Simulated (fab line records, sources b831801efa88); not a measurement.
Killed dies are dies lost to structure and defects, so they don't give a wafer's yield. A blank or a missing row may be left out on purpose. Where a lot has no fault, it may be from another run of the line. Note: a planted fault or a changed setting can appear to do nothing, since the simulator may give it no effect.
Which of the tools did it? || flow gf180mcu || 37 wafers from 13 lots sampled at 6 of the route's 602 steps

WHAT THE GAUGES READ, wafer by wafer
GF_NWELL_TW_MEAS_11. Usual: NWELL_TW typically reads 1573, with standard deviation 7.9.
{"lot": "L670", "measured": "day 3 07:10", "on": "film_metro-04", "NWELL_TW": "1569 1567 1569", "flag": ""}
{"lot": "L671", "measured": "day 3 12:41", "on": "film_metro-03", "NWELL_TW": "1575 1571 1579", "flag": ""}
{"lot": "L673", "measured": "day 4 00:17", "on": "film_metro-03", "NWELL_TW": "1573 1580 1574", "flag": ""}
{"lot": "L676", "measured": "day 4 17:19", "on": "film_metro-01", "NWELL_TW": "1576 1577 1567", "flag": ""}
{"lot": "L678", "measured": "day 5 02:41", "on": "film_metro-04", "NWELL_TW": "1569 1560 1572", "flag": ""}
{"lot": "L679", "measured": "day 5 08:47", "on": "film_metro-03", "NWELL_TW": "1591 1588 1592", "flag": ""}
{"lot": "L680", "measured": "day 5 16:38", "on": "film_metro-04", "NWELL_TW": "1572 1570 1563", "flag": ""}
{"lot": "L681", "measured": "day 5 19:20", "on": "film_metro-04", "NWELL_TW": "1560 1564 1564", "flag": ""}
{"lot": "L682", "measured": "day 6 00:47", "on": "film_metro-04", "NWELL_TW": "1565 1566 1557", "flag": ""}
{"lot": "L690", "measured": "day 7 21:13", "on": "film_metro-04", "NWELL_TW": "1547 1574", "flag": ""}
{"lot": "L691", "measured": "day 8 02:50", "on": "film_metro-03", "NWELL_TW": "1549 1568", "flag": ""}
{"lot": "L692", "measured": "day 8 08:02", "on": "film_metro-04", "NWELL_TW": "1577 1576 1571", "flag": ""}
{"lot": "L693", "measured": "day 8 12:20", "on": "film_metro-01", "NWELL_TW": "1576 1571 1577", "flag": ""}

GF_VT_IMPLANT_OVL_MEAS_07. Usual: VT_IMPLANT_OVL typically reads -0.3 nm, with standard deviation 1.6.
{"lot": "L670", "measured": "day 5 14:24", "on": "overlay-02", "VT_IMPLANT_OVL (nm)": "1.2 -0.8 -1.5", "flag": ""}
{"lot": "L671", "measured": "day 5 20:06", "on": "overlay-01", "VT_IMPLANT_OVL (nm)": "-2.2 -0.5 -0.5", "flag": ""}
{"lot": "L673", "measured": "day 6 09:42", "on": "overlay-01", "VT_IMPLANT_OVL (nm)": "0.4 1.6 -0.9", "flag": ""}
{"lot": "L676", "measured": "day 7 05:33", "on": "overlay-02", "VT_IMPLANT_OVL (nm)": "0.0 0.0 -0.5", "flag": ""}
{"lot": "L678", "measured": "day 7 16:37", "on": "overlay-02", "VT_IMPLANT_OVL (nm)": "0.4 1.6 -0.5", "flag": ""}
{"lot": "L679", "measured": "day 7 23:01", "on": "overlay-02", "VT_IMPLANT_OVL (nm)": "0.9 -1.1 -0.1", "flag": ""}
{"lot": "L680", "measured": "day 8 07:14", "on": "overlay-02", "VT_IMPLANT_OVL (nm)": "0.6 1.6 1.3", "flag": ""}
{"lot": "L681", "measured": "day 8 10:06", "on": "overlay-02", "VT_IMPLANT_OVL (nm)": "1.6 0.0 1.8", "flag": ""}
{"lot": "L682", "measured": "day 8 17:32", "on": "overlay-02", "VT_IMPLANT_OVL (nm)": "1.2 0.1 1.3", "flag": ""}
{"lot": "L690", "measured": "day 10 18:20", "on": "overlay-01", "VT_IMPLANT_OVL (nm)": "0.2 0.6", "flag": ""}
{"lot": "L691", "measured": "day 11 00:20", "on": "overlay-01", "VT_IMPLANT_OVL (nm)": "-1.7 0.0", "flag": ""}
{"lot": "L692", "measured": "day 11 07:20", "on": "overlay-01", "VT_IMPLANT_OVL (nm)": "-0.3 0.6 -1.0", "flag": ""}
{"lot": "L693", "measured": "day 11 10:35", "on": "overlay-01", "VT_IMPLANT_OVL (nm)": "-3.2 -2.1 -1.1", "flag": ""}

GF_VT_IMPLANT_RS_MEAS_47: the measuring method here is four-point-probe. Usual: NWELL_RS typically reads 487.7 ohm/sq, with standard deviation 1.4.
{"lot": "L670", "measured": "day 7 12:07", "on": "film_metro-03", "NWELL_RS (ohm/sq)": "485.8 487.0 486.2", "flag": ""}
{"lot": "L671", "measured": "day 7 18:54", "on": "film_metro-01", "NWELL_RS (ohm/sq)": "487.5 487.4 488.3", "flag": ""}
{"lot": "L673", "measured": "day 8 09:50", "on": "film_metro-03", "NWELL_RS (ohm/sq)": "486.9 488.6 483.5", "flag": ""}
{"lot": "L676", "measured": "day 9 07:33", "on": "film_metro-04", "NWELL_RS (ohm/sq)": "489.9 489.2 490.0", "flag": ""}
{"lot": "L678", "measured": "day 9 20:32", "on": "film_metro-03", "NWELL_RS (ohm/sq)": "488.0 488.1 487.5", "flag": ""}
{"lot": "L679", "measured": "day 10 02:46", "on": "film_metro-04", "NWELL_RS (ohm/sq)": "488.9 488.3 489.2", "flag": ""}
{"lot": "L680", "measured": "day 10 11:32", "on": "film_metro-01", "NWELL_RS (ohm/sq)": "487.2 488.9 488.1", "flag": ""}
{"lot": "L681", "measured": "day 10 15:05", "on": "film_metro-03", "NWELL_RS (ohm/sq)": "486.1 486.5 487.3", "flag": ""}
{"lot": "L682", "measured": "day 10 23:08", "on": "film_metro-03", "NWELL_RS (ohm/sq)": "486.0 486.4 487.3", "flag": ""}
{"lot": "L690", "measured": "day 13 04:14", "on": "film_metro-03", "NWELL_RS (ohm/sq)": "500.5 486.5", "flag": "OFF"}
{"lot": "L691", "measured": "day 13 12:05", "on": "film_metro-01", "NWELL_RS (ohm/sq)": "500.5 486.9", "flag": "OFF"}
{"lot": "L692", "measured": "day 13 19:40", "on": "film_metro-03", "NWELL_RS (ohm/sq)": "488.1 486.8 487.9", "flag": ""}
{"lot": "L693", "measured": "day 13 22:46", "on": "film_metro-04", "NWELL_RS (ohm/sq)": "487.2 488.9 488.5", "flag": ""}

WHAT TOOL EACH LOT RAN ON (gives the tool, then ch and the chambers of the sampled wafers, and finally the start)
{"lot": "L670", "GF_STI_CMP_25": "cmp-01 ch 1,2,3, day 2 04:03", "GF_NWELL_IMPLANT_08": "implanter-04 ch 0, day 3 06:46", "GF_MVPSD_STRIP_10": "plasma_asher-04 ch 0,1, day 5 00:13"}
{"lot": "L671", "GF_STI_CMP_25": "cmp-01 ch 0,2,3, day 2 08:27", "GF_NWELL_IMPLANT_08": "implanter-04 ch 0, day 3 12:17", "GF_MVPSD_STRIP_10": "plasma_asher-04 ch 0,1, day 5 06:14"}
{"lot": "L673", "GF_STI_CMP_25": "cmp-02 ch 0,2,3, day 2 19:35", "GF_NWELL_IMPLANT_08": "implanter-03 ch 0, day 3 23:53", "GF_MVPSD_STRIP_10": "plasma_asher-03 ch 0,1, day 5 18:58"}
{"lot": "L676", "GF_STI_CMP_25": "cmp-01 ch 0,2,3, day 3 10:38", "GF_NWELL_IMPLANT_08": "implanter-03 ch 0, day 4 16:55", "GF_MVPSD_STRIP_10": "plasma_asher-04 ch 0,1, day 6 13:52"}
{"lot": "L678", "GF_STI_CMP_25": "cmp-01 ch 1,3, day 3 20:40", "GF_NWELL_IMPLANT_08": "implanter-04 ch 0, day 5 02:17", "GF_MVPSD_STRIP_10": "plasma_asher-03 ch 0,1, day 7 00:40"}
{"lot": "L679", "GF_STI_CMP_25": "cmp-02 ch 0,2,3, day 4 01:44", "GF_NWELL_IMPLANT_08": "implanter-02 ch 0, day 5 08:23", "GF_MVPSD_STRIP_10": "plasma_asher-04 ch 0,1, day 7 07:11"}
{"lot": "L680", "GF_STI_CMP_25": "cmp-01 ch 0,1,2, day 4 09:15", "GF_NWELL_IMPLANT_08": "implanter-04 ch 0, day 5 16:14", "GF_MVPSD_STRIP_10": "plasma_asher-03 ch 0,1, day 7 15:23"}
{"lot": "L681", "GF_STI_CMP_25": "cmp-01 ch 0,2, day 4 11:58", "GF_NWELL_IMPLANT_08": "implanter-02 ch 0, day 5 18:56", "GF_MVPSD_STRIP_10": "plasma_asher-04 ch 0,1, day 7 18:08"}
{"lot": "L682", "GF_STI_CMP_25": "cmp-01 ch 0,1,2, day 4 16:54", "GF_NWELL_IMPLANT_08": "implanter-03 ch 0, day 6 00:23", "GF_MVPSD_STRIP_10": "plasma_asher-03 ch 0,1, day 8 01:02"}
{"lot": "L690", "GF_STI_CMP_25": "cmp-01 ch 0,2, day 6 11:06", "GF_NWELL_IMPLANT_08": "implanter-02 ch 0, day 7 20:47", "GF_MVPSD_STRIP_10": "plasma_asher-04 ch 0,1, day 10 00:44"}
{"lot": "L691", "GF_STI_CMP_25": "cmp-02 ch 1,3, day 6 15:49", "GF_NWELL_IMPLANT_08": "implanter-02 ch 0, day 8 02:28", "GF_MVPSD_STRIP_10": "plasma_asher-03 ch 0,1, day 10 06:40"}
{"lot": "L692", "GF_STI_CMP_25": "cmp-01 ch 1,2,3, day 6 20:47", "GF_NWELL_IMPLANT_08": "implanter-04 ch 0, day 8 07:39", "GF_MVPSD_STRIP_10": "plasma_asher-03 ch 1, day 10 12:53"}
{"lot": "L693", "GF_STI_CMP_25": "cmp-01 ch 1,3, day 7 01:58", "GF_NWELL_IMPLANT_08": "implanter-03 ch 0, day 8 11:57", "GF_MVPSD_STRIP_10": "plasma_asher-01 ch 0,1, day 10 17:01"}
- GF_STI_CMP_25: polishes, stops on Si3N4, t overpolish 33 s, target thk 524.6 nm.
- GF_NWELL_IMPLANT_08
- GF_MVPSD_STRIP_10: strips in O2/N2.

WHAT THE TOOLS THEMSELVES READ (means of the sampled wafers that have a number; where no wafer has one, the mark that the record gives instead)
GF_STI_CMP_25. Usual: motor_current_A 11.6 A, standard deviation 1.2; overpolish_run_s 32.999 s, standard deviation 0.0089; time_to_endpoint_s 123 s, standard deviation 4.3.
{"lot": "L670", "tool": "cmp-01", "motor_current_A (A)": 11.2, "overpolish_run_s (s)": 33.006, "time_to_endpoint_s (s)": 123, "flag": ""}
{"lot": "L671", "tool": "cmp-01", "motor_current_A (A)": 11.2, "overpolish_run_s (s)": 33.001, "time_to_endpoint_s (s)": 121, "flag": ""}
{"lot": "L673", "tool": "cmp-02", "motor_current_A (A)": 12.7, "overpolish_run_s (s)": 32.998, "time_to_endpoint_s (s)": 129, "flag": ""}
{"lot": "L676", "tool": "cmp-01", "motor_current_A (A)": 10.7, "overpolish_run_s (s)": 33.001, "time_to_endpoint_s (s)": 126, "flag": ""}
{"lot": "L678", "tool": "cmp-01", "motor_current_A (A)": 10.8, "overpolish_run_s (s)": 32.989, "time_to_endpoint_s (s)": 125, "flag": ""}
{"lot": "L679", "tool": "cmp-02", "motor_current_A (A)": 12.8, "overpolish_run_s (s)": 32.999, "time_to_endpoint_s (s)": 119, "flag": ""}
{"lot": "L680", "tool": "cmp-01", "motor_current_A (A)": 12.1, "overpolish_run_s (s)": 33.000, "time_to_endpoint_s (s)": 126, "flag": ""}
{"lot": "L681", "tool": "cmp-01", "motor_current_A (A)": 11.3, "overpolish_run_s (s)": 32.998, "time_to_endpoint_s (s)": 122, "flag": ""}
{"lot": "L682", "tool": "cmp-01", "motor_current_A (A)": 12.1, "overpolish_run_s (s)": 32.994, "time_to_endpoint_s (s)": 117, "flag": ""}
{"lot": "L690", "tool": "cmp-01", "motor_current_A (A)": 11.2, "overpolish_run_s (s)": 33.002, "time_to_endpoint_s (s)": 122, "flag": ""}
{"lot": "L691", "tool": "cmp-02", "motor_current_A (A)": 11.8, "overpolish_run_s (s)": 33.004, "time_to_endpoint_s (s)": 122, "flag": ""}
{"lot": "L692", "tool": "cmp-01", "motor_current_A (A)": 11.5, "overpolish_run_s (s)": 33.002, "time_to_endpoint_s (s)": 126, "flag": ""}
{"lot": "L693", "tool": "cmp-01", "motor_current_A (A)": 12.0, "overpolish_run_s (s)": 32.992, "time_to_endpoint_s (s)": 120, "flag": ""}

GF_MVPSD_STRIP_10. Usual: drypump_motor_current_A 5.9 A, standard deviation 0.45; heater_power_w 335 W, standard deviation 25; o2_flow_sccm 2999 sccm, standard deviation 8.8; oes_product_au 0.722 a.u., standard deviation 0.0045; platen_temp_c 250.01 C, standard deviation 0.17; strip_time_to_endpoint_s 36.98 s, standard deviation 0.11.
{"lot": "L670", "tool": "plasma_asher-04", "drypump_motor_current_A (A)": 6.3, "heater_power_w (W)": 330, "o2_flow_sccm (sccm)": 3004, "oes_product_au (a.u.)": 0.722, "platen_temp_c (C)": 249.93, "strip_time_to_endpoint_s (s)": 37.00, "flag": ""}
{"lot": "L671", "tool": "plasma_asher-04", "drypump_motor_current_A (A)": 6.3, "heater_power_w (W)": 326, "o2_flow_sccm (sccm)": 2998, "oes_product_au (a.u.)": 0.723, "platen_temp_c (C)": 249.92, "strip_time_to_endpoint_s (s)": 37.03, "flag": ""}
{"lot": "L673", "tool": "plasma_asher-03", "drypump_motor_current_A (A)": 5.5, "heater_power_w (W)": 348, "o2_flow_sccm (sccm)": 2999, "oes_product_au (a.u.)": 0.716, "platen_temp_c (C)": 249.79, "strip_time_to_endpoint_s (s)": 37.03, "flag": ""}
{"lot": "L676", "tool": "plasma_asher-04", "drypump_motor_current_A (A)": 6.3, "heater_power_w (W)": 323, "o2_flow_sccm (sccm)": 2999, "oes_product_au (a.u.)": 0.728, "platen_temp_c (C)": 250.10, "strip_time_to_endpoint_s (s)": 37.18, "flag": ""}
{"lot": "L678", "tool": "plasma_asher-03", "drypump_motor_current_A (A)": 5.8, "heater_power_w (W)": 358, "o2_flow_sccm (sccm)": 2989, "oes_product_au (a.u.)": 0.720, "platen_temp_c (C)": 250.16, "strip_time_to_endpoint_s (s)": 37.02, "flag": ""}
{"lot": "L679", "tool": "plasma_asher-04", "drypump_motor_current_A (A)": 6.3, "heater_power_w (W)": 324, "o2_flow_sccm (sccm)": 2997, "oes_product_au (a.u.)": 0.719, "platen_temp_c (C)": 250.06, "strip_time_to_endpoint_s (s)": 36.86, "flag": ""}
{"lot": "L680", "tool": "plasma_asher-03", "drypump_motor_current_A (A)": 5.5, "heater_power_w (W)": 353, "o2_flow_sccm (sccm)": 2990, "oes_product_au (a.u.)": 0.723, "platen_temp_c (C)": 250.17, "strip_time_to_endpoint_s (s)": 36.94, "flag": ""}
{"lot": "L681", "tool": "plasma_asher-04", "drypump_motor_current_A (A)": 6.1, "heater_power_w (W)": 329, "o2_flow_sccm (sccm)": 2999, "oes_product_au (a.u.)": 0.723, "platen_temp_c (C)": 250.00, "strip_time_to_endpoint_s (s)": 36.83, "flag": ""}
{"lot": "L682", "tool": "plasma_asher-03", "drypump_motor_current_A (A)": 5.5, "heater_power_w (W)": 351, "o2_flow_sccm (sccm)": 3002, "oes_product_au (a.u.)": 0.724, "platen_temp_c (C)": 249.92, "strip_time_to_endpoint_s (s)": 37.14, "flag": ""}
{"lot": "L690", "tool": "plasma_asher-04", "drypump_motor_current_A (A)": 6.2, "heater_power_w (W)": 329, "o2_flow_sccm (sccm)": 2998, "oes_product_au (a.u.)": 0.725, "platen_temp_c (C)": 249.93, "strip_time_to_endpoint_s (s)": 37.11, "flag": ""}
{"lot": "L691", "tool": "plasma_asher-03", "drypump_motor_current_A (A)": 5.7, "heater_power_w (W)": 359, "o2_flow_sccm (sccm)": 2996, "oes_product_au (a.u.)": 0.726, "platen_temp_c (C)": 249.97, "strip_time_to_endpoint_s (s)": 36.97, "flag": ""}
{"lot": "L692", "tool": "plasma_asher-03", "drypump_motor_current_A (A)": 5.3, "heater_power_w (W)": 347, "o2_flow_sccm (sccm)": 2996, "oes_product_au (a.u.)": 0.720, "platen_temp_c (C)": 249.98, "strip_time_to_endpoint_s (s)": 36.95, "flag": ""}
{"lot": "L693", "tool": "plasma_asher-01", "drypump_motor_current_A (A)": 5.8, "heater_power_w (W)": 291, "o2_flow_sccm (sccm)": 2995, "oes_product_au (a.u.)": 0.721, "platen_temp_c (C)": 249.96, "strip_time_to_endpoint_s (s)": 36.96, "flag": ""}

THE ANSWER, worked out from the rows above alone
Rule: take the mean of a lot's wafers that have a number; if it is more than 3 standard deviations from the usual mean, the lot is off. A lot without any number at a reading at which 4 lots or more have one is off too. All remaining lots with rows at the step are treated as sound. After the gauges, taken in route order, come the tools' own readings; for these a lot's mean is taken, as printed above. The first step at which some lot is off is used, and at that step the reading that is off furthest; a lot without a number counts as furthest.
Off: L690, L691, at GF_VT_IMPLANT_RS_MEAS_47 (NWELL_RS).
If a tool, at a process step before that reading, ran all the lots that are off and no sound lot after the first of them, it fits. Those tools and the gauges at GF_VT_IMPLANT_RS_MEAS_47 are tried in the same way. One fits: GF_NWELL_IMPLANT_08 on implanter-02. Its last sound lot is L681 (day 5 18:56), its first lot that is off L690 (day 7 20:47): a fault that began between those two fits.

WHAT THE SIMULATOR PUT IN
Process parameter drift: implanter-02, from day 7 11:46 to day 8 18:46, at GF_NWELL_IMPLANT_08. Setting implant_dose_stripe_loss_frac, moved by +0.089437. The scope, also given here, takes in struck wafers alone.
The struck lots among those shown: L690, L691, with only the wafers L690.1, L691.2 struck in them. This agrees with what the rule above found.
